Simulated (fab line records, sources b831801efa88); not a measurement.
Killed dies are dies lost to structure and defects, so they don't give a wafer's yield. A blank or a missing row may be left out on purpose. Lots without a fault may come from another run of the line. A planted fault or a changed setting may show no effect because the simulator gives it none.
Which tool did it? | flow gf180mcu | 14 lots, 42 wafers sampled, at 4 steps of a route of 602

WHAT THE GAUGES READ, wafer by wafer
GF_V3_OVL_MEAS_15.
lot  | measured     | on         | V3_OVL (nm)
L225 | day 22 05:58 | overlay-01 | -4 8 -2
L226 | day 22 19:23 | overlay-01 | -5 -4 0
L227 | day 22 21:43 | overlay-01 | -5 3 5
L229 | day 24 02:51 | overlay-01 | -1 -2 -7
L239 | day 27 06:35 | overlay-02 | 8 6 6
L240 | day 27 17:08 | overlay-01 | 6 -4 8
L241 | day 28 03:43 | overlay-01 | -4 -3 -3
L243 | day 28 08:38 | overlay-02 | -2 4 6
L244 | day 28 19:49 | overlay-02 | 16 5 2
L245 | day 29 02:10 | overlay-02 | 7 8 9
L247 | day 29 10:41 | overlay-02 | -2 5 8
L248 | day 29 19:22 | overlay-02 | 2 7 -1

GF_V3_RS_MEAS_24: measures by four-point-probe.
lot  | measured     | on            | V3_W_RS (ohm/sq)
L225 | day 22 06:55 | film_metro-02 | 0.327 0.327 0.330
L226 | day 22 20:21 | film_metro-02 | 0.327 0.319 0.327
L227 | day 22 22:40 | film_metro-01 | 0.326 0.320 0.324
L229 | day 24 03:46 | film_metro-02 | 0.325 0.325 0.318
L239 | day 27 07:35 | film_metro-01 | 0.321 0.331 0.332
L240 | day 27 18:04 | film_metro-03 | 0.317 0.329 0.320
L241 | day 28 04:39 | film_metro-02 | 0.316 0.319 0.314
L243 | day 28 09:34 | film_metro-01 | 0.321 0.321 0.332
L244 | day 28 20:44 | film_metro-01 | 0.323 0.326 0.330
L245 | day 29 03:05 | film_metro-03 | 0.321 0.322 0.320
L247 | day 29 11:36 | film_metro-01 | 0.337 0.325 0.331
L248 | day 29 20:38 | film_metro-03 | 0.321 0.320 0.324

WHICH TOOL RAN EACH LOT (tool, then ch and the chambers of the sampled wafers, then the start)
lot  | GF_STI_PEB_10                    | GF_M3_SPUTTER_03
L225 | litho_track-02 ch 0, day 2 00:46 | pvd_sputter-02, day 20 05:47
L226 | litho_track-02 ch 0, day 2 06:13 | pvd_sputter-01, day 20 18:48
L227 | litho_track-03 ch 0, day 2 11:35 | pvd_sputter-03, day 20 21:08
L229 | litho_track-03 ch 0, day 3 00:52 | pvd_sputter-01, day 22 03:46
L237 | litho_track-03, day 4 14:19      | -
L238 | litho_track-01, day 4 19:23      | -
L239 | litho_track-03 ch 0, day 5 01:07 | pvd_sputter-03, day 25 11:11
L240 | litho_track-03 ch 0, day 5 08:14 | pvd_sputter-01, day 25 21:20
L241 | litho_track-03 ch 0, day 5 11:32 | pvd_sputter-02, day 26 10:02
L243 | litho_track-01 ch 0, day 5 21:37 | pvd_sputter-03, day 26 15:13
L244 | litho_track-03 ch 0, day 6 02:52 | pvd_sputter-02, day 27 03:05
L245 | litho_track-03 ch 0, day 6 08:37 | pvd_sputter-01, day 27 09:52
L247 | litho_track-03 ch 0, day 6 17:58 | pvd_sputter-01, day 27 18:02
L248 | litho_track-02 ch 0, day 6 23:53 | pvd_sputter-03, day 28 03:17
- GF_STI_PEB_10: peb time 90 s.
- GF_M3_SPUTTER_03: material Ti, target thk 10 nm, time 6.7 s.

WHAT THE TOOLS THEMSELVES READ (means of the sampled wafers that have a number; where no wafer has one, the mark that the record gives instead)
GF_STI_PEB_10.
lot  | tool           | chill_plate_temp_C (C) | exhaust_pa (Pa) | heater_power_total_W (W)
L225 | litho_track-02 | 23.00                  | 45.1            | 85.80
L226 | litho_track-02 | 22.91                  | 43.9            | 85.70
L227 | litho_track-03 | 23.10                  | 44.8            | 85.69
L229 | litho_track-03 | 23.08                  | 44.8            | 85.71
L237 | litho_track-03 | -                      | -               | -
L238 | litho_track-01 | -                      | -               | -
L239 | litho_track-03 | 22.92                  | 45.4            | 85.69
L240 | litho_track-03 | 23.16                  | 44.7            | 85.70
L241 | litho_track-03 | 22.94                  | 45.6            | 85.60
L243 | litho_track-01 | 23.10                  | 45.1            | 85.63
L244 | litho_track-03 | 23.01                  | 46.1            | 85.72
L245 | litho_track-03 | 22.95                  | 44.8            | 85.76
L247 | litho_track-03 | 23.15                  | 45.0            | 85.71
L248 | litho_track-02 | 23.02                  | 45.2            | 85.75

GF_M3_SPUTTER_03.
lot  | tool           | throttle_valve_pct (%)
L225 | pvd_sputter-02 | 29.6
L226 | pvd_sputter-01 | 29.7
L227 | pvd_sputter-03 | 30.4
L229 | pvd_sputter-01 | 29.1
L239 | pvd_sputter-03 | 30.3
L240 | pvd_sputter-01 | 29.1
L241 | pvd_sputter-02 | 30.2
L243 | pvd_sputter-03 | 30.2
L244 | pvd_sputter-02 | 30.2
L245 | pvd_sputter-01 | 29.4
L247 | pvd_sputter-01 | 29.5
L248 | pvd_sputter-03 | 30.7

THE ANSWER, worked out from the rows above alone
Rule: what is usual is taken from the lots themselves. Put in order of their means at a reading, lots are off if they are a third of the lots or fewer, leave a main group of 4 or more, and stand apart from it by a gap of 3 or more times the standard deviation of the main group's means; of several such gaps the widest counts. A main group whose means are all the same, to the digits that the tables above print for the reading, isn't used. A lot without any number at a reading at which 4 lots or more have one is off too. The other lots that the step has rows for count as sound. The gauges are gone through in route order, then the tools' own readings, and for those a lot's mean is taken as printed above. The first step at which some lot is off is used, and at that step the reading that is off furthest; a lot without a number counts as furthest.
Off: L237, L238, at GF_STI_PEB_10 (chill_plate_temp_C). Without a number there: L237, L238. The main group: mean 23.03 C, standard deviation 0.085.
A tool fits if, at that step or a process step before it, it ran every lot that is off, and no sound lot after the first of them. None of those tried fits.

WHAT THE SIMULATOR HAD PUT IN
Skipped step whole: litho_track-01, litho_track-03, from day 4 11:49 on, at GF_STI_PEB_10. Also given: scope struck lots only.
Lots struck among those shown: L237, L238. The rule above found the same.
